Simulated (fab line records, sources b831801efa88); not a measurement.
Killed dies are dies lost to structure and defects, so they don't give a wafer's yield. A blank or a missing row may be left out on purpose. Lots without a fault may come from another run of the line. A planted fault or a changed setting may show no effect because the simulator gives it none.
Which tool did it? | flow sky130 | 14 lots, 42 wafers sampled, at 3 steps of a route of 708

WHAT THE GAUGES READ, wafer by wafer
SKY_VIA4_RS_MEAS_19: measures by four-point-probe. Usual: VIA4_W_RS 0.227 ohm/sq, standard deviation 0.0037.
lot  | measured     | on            | VIA4_W_RS (ohm/sq) | flag
L657 | day 42 16:55 | film_metro-02 | 0.228 0.221 0.226  |
L659 | day 43 18:10 | film_metro-04 | 0.231 0.232 0.232  |
L660 | day 43 22:15 | film_metro-04 | 0.228 0.231 0.225  |
L661 | day 44 02:51 | film_metro-04 | 0.227 0.226 0.228  |
L662 | day 44 10:29 | film_metro-03 | 0.219 0.232 0.222  |
L665 | day 45 10:08 | film_metro-03 | 0.231 0.231 0.221  |
L670 | day 46 10:44 | film_metro-03 | 0.233 0.226 0.231  |
L672 | day 47 08:47 | film_metro-02 | 0.227 0.229 0.230  |
L673 | day 47 13:43 | film_metro-03 | 0.230 0.234 0.229  |
L676 | day 48 00:21 | film_metro-04 | 0.229 0.229 0.228  |
L678 | day 48 02:02 | film_metro-04 | 0.230 0.223 0.234  |
L677 | day 48 02:44 | film_metro-03 | 0.231 0.226 0.228  |
L679 | day 48 03:46 | film_metro-02 | 0.226 0.229 0.229  |
L680 | day 48 18:46 | film_metro-03 | 0.226 0.228 0.230  |

WHICH TOOL RAN EACH LOT (tool, then ch and the chambers of the sampled wafers, then the start)
lot  | SKY_SONOS_TUNNEL_STRIP_11       | SKY_VIA4_SPUTTER_17
L657 | wet_bench-01 ch 0, day 11 08:15 | pvd_sputter-01, day 42 16:41
L659 | wet_bench-01 ch 0, day 12 09:25 | pvd_sputter-01, day 43 17:56
L660 | wet_bench-04 ch 3, day 12 14:37 | pvd_sputter-01, day 43 22:02
L661 | wet_bench-01 ch 0, day 12 17:58 | pvd_sputter-03, day 44 02:38
L662 | wet_bench-01 ch 2, day 13 03:04 | pvd_sputter-01, day 44 10:17
L665 | wet_bench-01 ch 2, day 14 04:32 | pvd_sputter-02, day 45 09:53
L670 | wet_bench-02 ch 0, day 15 17:47 | pvd_sputter-02, day 46 10:31
L672 | wet_bench-04 ch 3, day 16 23:16 | pvd_sputter-02, day 47 08:31
L673 | wet_bench-01 ch 3, day 17 04:20 | pvd_sputter-01, day 47 13:30
L676 | wet_bench-01 ch 2, day 17 17:31 | pvd_sputter-01, day 48 00:08
L678 | wet_bench-04 ch 3, day 18 00:20 | pvd_sputter-01, day 48 01:48
L677 | wet_bench-01 ch 2, day 18 04:25 | pvd_sputter-02, day 48 02:31
L679 | wet_bench-01 ch 1, day 18 11:04 | pvd_sputter-02, day 48 03:31
L680 | wet_bench-04 ch 1, day 18 23:27 | pvd_sputter-03, day 48 18:32
- SKY_SONOS_TUNNEL_STRIP_11: strips in SPM, time 600 s.
- SKY_VIA4_SPUTTER_17: material TiN, target thk 20 nm, time 80 s.

WHAT THE TOOLS THEMSELVES READ (means of the sampled wafers that have a number; where no wafer has one, the mark that the record gives instead)
SKY_VIA4_SPUTTER_17. Usual: throttle_valve_pct 30.2 %, standard deviation 1.
lot  | tool           | throttle_valve_pct (%) | flag
L657 | pvd_sputter-01 | 30.3                   |
L659 | pvd_sputter-01 | 31.1                   |
L660 | pvd_sputter-01 | 30.2                   |
L661 | pvd_sputter-03 | 31.7                   |
L662 | pvd_sputter-01 | 30.8                   |
L665 | pvd_sputter-02 | 29.7                   |
L670 | pvd_sputter-02 | 29.6                   |
L672 | pvd_sputter-02 | 29.2                   |
L673 | pvd_sputter-01 | 30.2                   |
L676 | pvd_sputter-01 | 30.5                   |
L678 | pvd_sputter-01 | 30.6                   |
L677 | pvd_sputter-02 | 29.2                   |
L679 | pvd_sputter-02 | 29.7                   |
L680 | pvd_sputter-03 | 30.6                   |

THE ANSWER, worked out from the rows above alone
Rule: a lot is off if the mean of its wafers that have a number lies more than 3 standard deviations from the usual mean. A lot without any number at a reading at which 4 lots or more have one is off too. The other lots that the step has rows for count as sound. The gauges are gone through in route order, then the tools' own readings, and for those a lot's mean is taken as printed above. The first step at which some lot is off is used, and at that step the reading that is off furthest; a lot without a number counts as furthest.
No lot is off at any reading shown: from this, nothing can be told.

WHAT THE SIMULATOR HAD PUT IN
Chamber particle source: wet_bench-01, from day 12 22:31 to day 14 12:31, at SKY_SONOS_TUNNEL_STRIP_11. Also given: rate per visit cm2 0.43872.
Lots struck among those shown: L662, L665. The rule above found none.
